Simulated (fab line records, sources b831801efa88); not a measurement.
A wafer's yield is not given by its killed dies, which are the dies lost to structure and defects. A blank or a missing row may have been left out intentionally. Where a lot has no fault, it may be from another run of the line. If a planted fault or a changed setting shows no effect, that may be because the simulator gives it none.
What tool caused it? / flow gf180mcu / 12 lots, 36 wafers sampled, at 6 steps of a route of 602

## WHAT THE GAUGES READ, wafer by wafer
GF_M2_CD_MEAS_14: target cd 280 nm.
lot=L475; measured=day 20 04:29; on=cdSem-01; cdNm (nm)=278.3 279.4 280.0
lot=L476; measured=day 20 09:09; on=cdSem-02; cdNm (nm)=278.6 279.1 277.2
lot=L477; measured=day 20 23:17; on=cdSem-01; cdNm (nm)=282.4 282.3 281.0
lot=L478; measured=day 21 09:59; on=cdSem-02; cdNm (nm)=279.8 280.0 280.7
lot=L479; measured=day 21 14:56; on=cdSem-01; cdNm (nm)=282.8 282.1 281.8
lot=L481; measured=day 22 04:19; on=cdSem-02; cdNm (nm)=279.2 281.3 280.5
lot=L488; measured=day 25 03:03; on=cdSem-02; cdNm (nm)=280.5 280.8 280.8
lot=L489; measured=day 25 12:59; on=cdSem-02; cdNm (nm)=279.5 279.0 279.8
lot=L491; measured=day 25 21:30; on=cdSem-01; cdNm (nm)=280.6 280.5 281.0
lot=L492; measured=day 26 04:14; on=cdSem-01; cdNm (nm)=276.2 276.8 277.9
lot=L493; measured=day 26 12:17; on=cdSem-02; cdNm (nm)=280.4 279.8 281.1
lot=L495; measured=day 26 22:27; on=cdSem-01; cdNm (nm)=279.1 279.4 279.9

GF_M3_CD_MEAS_14: target cd 280 nm.
lot=L475; measured=day 22 07:11; on=cdSem-01; cdNm (nm)=277.1 278.4 277.8
lot=L476; measured=day 22 11:28; on=cdSem-02; cdNm (nm)=278.9 279.0 279.8
lot=L477; measured=day 23 01:32; on=cdSem-01; cdNm (nm)=280.6 281.1 281.1
lot=L478; measured=day 23 12:06; on=cdSem-02; cdNm (nm)=279.9 280.2 279.9
lot=L479; measured=day 23 16:14; on=cdSem-01; cdNm (nm)=280.0 280.4 278.8
lot=L481; measured=day 24 06:05; on=cdSem-01; cdNm (nm)=280.7 281.3 281.7
lot=L488; measured=day 27 00:17; on=cdSem-01; cdNm (nm)=279.1 279.0 279.2
lot=L489; measured=day 27 10:00; on=cdSem-02; cdNm (nm)=280.7 279.9 279.4
lot=L491; measured=day 27 17:53; on=cdSem-02; cdNm (nm)=280.8 280.2 281.2
lot=L492; measured=day 28 00:29; on=cdSem-02; cdNm (nm)=281.1 280.0 280.8
lot=L493; measured=day 28 08:40; on=cdSem-02; cdNm (nm)=279.2 279.2 280.4
lot=L495; measured=day 28 17:13; on=cdSem-02; cdNm (nm)=280.0 280.3 282.7

GF_V3_RS_MEAS_24: the measuring method here is four-point-probe.
lot=L475; measured=day 23 09:01; on=filmMetro-03; V3_W_RS (ohm/sq)=0.327 0.315 0.324
lot=L476; measured=day 23 12:59; on=filmMetro-01; V3_W_RS (ohm/sq)=0.332 0.319 0.319
lot=L477; measured=day 24 02:43; on=filmMetro-01; V3_W_RS (ohm/sq)=0.321 0.328 0.320
lot=L478; measured=day 24 13:52; on=filmMetro-02; V3_W_RS (ohm/sq)=44.607 44.343 43.562
lot=L479; measured=day 24 17:28; on=filmMetro-03; V3_W_RS (ohm/sq)=43.340 43.326 43.432
lot=L481; measured=day 25 06:33; on=filmMetro-03; V3_W_RS (ohm/sq)=0.328 0.331 0.317
lot=L488; measured=day 27 23:55; on=filmMetro-03; V3_W_RS (ohm/sq)=0.326 0.330 0.332
lot=L489; measured=day 28 08:37; on=filmMetro-01; V3_W_RS (ohm/sq)=0.331 0.328 0.322
lot=L491; measured=day 28 16:04; on=filmMetro-03; V3_W_RS (ohm/sq)=0.324 0.324 0.332
lot=L492; measured=day 28 22:19; on=filmMetro-01; V3_W_RS (ohm/sq)=0.332 0.325 0.332
lot=L493; measured=day 29 06:23; on=filmMetro-01; V3_W_RS (ohm/sq)=0.326 0.335 0.324
lot=L495; measured=day 29 15:26; on=filmMetro-02; V3_W_RS (ohm/sq)=0.320 0.323 0.325

GF_V3_THK_MEAS_25: measures by xrf.
lot=L475; measured=day 23 09:07; on=filmMetro-03; V3_W_THK (nm)=341 353 343
lot=L476; measured=day 23 13:06; on=filmMetro-01; V3_W_THK (nm)=338 353 352
lot=L477; measured=day 24 02:49; on=filmMetro-01; V3_W_THK (nm)=352 343 356
lot=L478; measured=day 24 13:58; on=filmMetro-02; V3_W_THK (nm)=<0 <0 <0
lot=L479; measured=day 24 17:34; on=filmMetro-03; V3_W_THK (nm)=<0 <0 <0
lot=L481; measured=day 25 06:40; on=filmMetro-03; V3_W_THK (nm)=341 338 352
lot=L488; measured=day 28 00:02; on=filmMetro-03; V3_W_THK (nm)=344 341 338
lot=L489; measured=day 28 08:43; on=filmMetro-01; V3_W_THK (nm)=344 346 354
lot=L491; measured=day 28 16:10; on=filmMetro-03; V3_W_THK (nm)=345 345 337
lot=L492; measured=day 28 22:25; on=filmMetro-01; V3_W_THK (nm)=345 350 345
lot=L493; measured=day 29 06:30; on=filmMetro-01; V3_W_THK (nm)=344 339 349
lot=L495; measured=day 29 15:34; on=filmMetro-02; V3_W_THK (nm)=351 347 346

## WHAT TOOL EACH LOT RAN ON (gives the tool, then ch and the chambers of the sampled wafers, and finally the start)
lot=L475; GF_M2_SPUTTER_03=pvdSputter-02, day 19 03:32; GF_V3_CVD_23=cvdW-02 ch 0,1, day 23 08:53
lot=L476; GF_M2_SPUTTER_03=pvdSputter-04, day 19 08:44; GF_V3_CVD_23=cvdW-01 ch 0,1, day 23 12:52
lot=L477; GF_M2_SPUTTER_03=pvdSputter-02, day 19 22:57; GF_V3_CVD_23=cvdW-01 ch 0,1, day 24 02:34
lot=L478; GF_M2_SPUTTER_03=pvdSputter-02, day 20 09:58; GF_V3_CVD_23=cvdW-01 ch 0,1, day 24 13:46
lot=L479; GF_M2_SPUTTER_03=pvdSputter-04, day 20 14:29; GF_V3_CVD_23=cvdW-01 ch 0,1, day 24 17:20
lot=L481; GF_M2_SPUTTER_03=pvdSputter-01, day 21 04:19; GF_V3_CVD_23=cvdW-01 ch 0,1, day 25 06:26
lot=L488; GF_M2_SPUTTER_03=pvdSputter-02, day 24 05:05; GF_V3_CVD_23=cvdW-01 ch 0,1, day 27 23:40
lot=L489; GF_M2_SPUTTER_03=pvdSputter-01, day 24 15:11; GF_V3_CVD_23=cvdW-01 ch 0,1, day 28 08:31
lot=L491; GF_M2_SPUTTER_03=pvdSputter-01, day 25 00:18; GF_V3_CVD_23=cvdW-01 ch 0,1, day 28 15:55
lot=L492; GF_M2_SPUTTER_03=pvdSputter-02, day 25 06:51; GF_V3_CVD_23=cvdW-01 ch 0,1, day 28 22:11
lot=L493; GF_M2_SPUTTER_03=pvdSputter-01, day 25 14:47; GF_V3_CVD_23=cvdW-01 ch 0,1, day 29 06:16
lot=L495; GF_M2_SPUTTER_03=pvdSputter-02, day 26 01:59; GF_V3_CVD_23=cvdW-01 ch 0, day 29 15:19
- GF_M2_SPUTTER_03: material Ti, target thk 10 nm, time 6.7 s.
- GF_V3_CVD_23: deposits W, target thk 350 nm, time 104.9 s.

## WHAT THE TOOLS THEMSELVES READ (means of the sampled wafers that have a number; where no wafer has one, the mark that the record gives instead)
GF_M2_SPUTTER_03.
lot=L475; tool=pvdSputter-02; throttleValvePct (%)=30.0
lot=L476; tool=pvdSputter-04; throttleValvePct (%)=30.0
lot=L477; tool=pvdSputter-02; throttleValvePct (%)=29.5
lot=L478; tool=pvdSputter-02; throttleValvePct (%)=29.3
lot=L479; tool=pvdSputter-04; throttleValvePct (%)=28.2
lot=L481; tool=pvdSputter-01; throttleValvePct (%)=30.9
lot=L488; tool=pvdSputter-02; throttleValvePct (%)=29.4
lot=L489; tool=pvdSputter-01; throttleValvePct (%)=30.6
lot=L491; tool=pvdSputter-01; throttleValvePct (%)=30.6
lot=L492; tool=pvdSputter-02; throttleValvePct (%)=29.2
lot=L493; tool=pvdSputter-01; throttleValvePct (%)=31.1
lot=L495; tool=pvdSputter-02; throttleValvePct (%)=29.4

GF_V3_CVD_23.
lot=L475; tool=cvdW-02; chamberPressureTorr (Torr)=40.01; heaterPowerOuterW (W)=480; heaterPowerW (W)=780
lot=L476; tool=cvdW-01; chamberPressureTorr (Torr)=39.99; heaterPowerOuterW (W)=517; heaterPowerW (W)=834
lot=L477; tool=cvdW-01; chamberPressureTorr (Torr)=40.01; heaterPowerOuterW (W)=521; heaterPowerW (W)=831
lot=L478; tool=cvdW-01; chamberPressureTorr (Torr)=-; heaterPowerOuterW (W)=-; heaterPowerW (W)=-
lot=L479; tool=cvdW-01; chamberPressureTorr (Torr)=-; heaterPowerOuterW (W)=-; heaterPowerW (W)=-
lot=L481; tool=cvdW-01; chamberPressureTorr (Torr)=39.93; heaterPowerOuterW (W)=516; heaterPowerW (W)=818
lot=L488; tool=cvdW-01; chamberPressureTorr (Torr)=40.00; heaterPowerOuterW (W)=516; heaterPowerW (W)=847
lot=L489; tool=cvdW-01; chamberPressureTorr (Torr)=39.99; heaterPowerOuterW (W)=519; heaterPowerW (W)=835
lot=L491; tool=cvdW-01; chamberPressureTorr (Torr)=39.95; heaterPowerOuterW (W)=513; heaterPowerW (W)=834
lot=L492; tool=cvdW-01; chamberPressureTorr (Torr)=40.01; heaterPowerOuterW (W)=518; heaterPowerW (W)=846
lot=L493; tool=cvdW-01; chamberPressureTorr (Torr)=40.07; heaterPowerOuterW (W)=515; heaterPowerW (W)=833
lot=L495; tool=cvdW-01; chamberPressureTorr (Torr)=40.05; heaterPowerOuterW (W)=518; heaterPowerW (W)=819

## THE ANSWER, worked out from the rows above alone
Rule: usual is defined by the lots themselves. Put in order of their means at a reading, lots are off if they are a third of the lots or fewer, leave a main group of 4 or more, and stand apart from it by a gap of 3 or more times the standard deviation of the main group's means; of several such gaps the widest counts. Not used: any main group whose means are identical at the precision the tables above print for the reading. A lot without any number at a reading at which 4 lots or more have one is off too. All remaining lots with rows at the step are treated as sound. First the gauges in route order, then the tools' own readings, where a lot's mean is used as printed above. At the first step where some lot is off, the reading lying furthest off is the one used; lots without a number count as furthest.
Off: L478, L479, seen at GF_V3_RS_MEAS_24 (V3_W_RS). For the main group the mean is 0.326 ohm/sq and the standard deviation 0.0027.
If a tool, at a process step before that reading, ran all the lots that are off and no sound lot after the first of them, it fits. The gauges at GF_V3_RS_MEAS_24 aren't tried: what is off there is off at GF_V3_CVD_23 too, on other tools, and a gauge's error can't cause that. None of those tried fits.

## WHAT WAS PUT IN BY THE SIMULATOR
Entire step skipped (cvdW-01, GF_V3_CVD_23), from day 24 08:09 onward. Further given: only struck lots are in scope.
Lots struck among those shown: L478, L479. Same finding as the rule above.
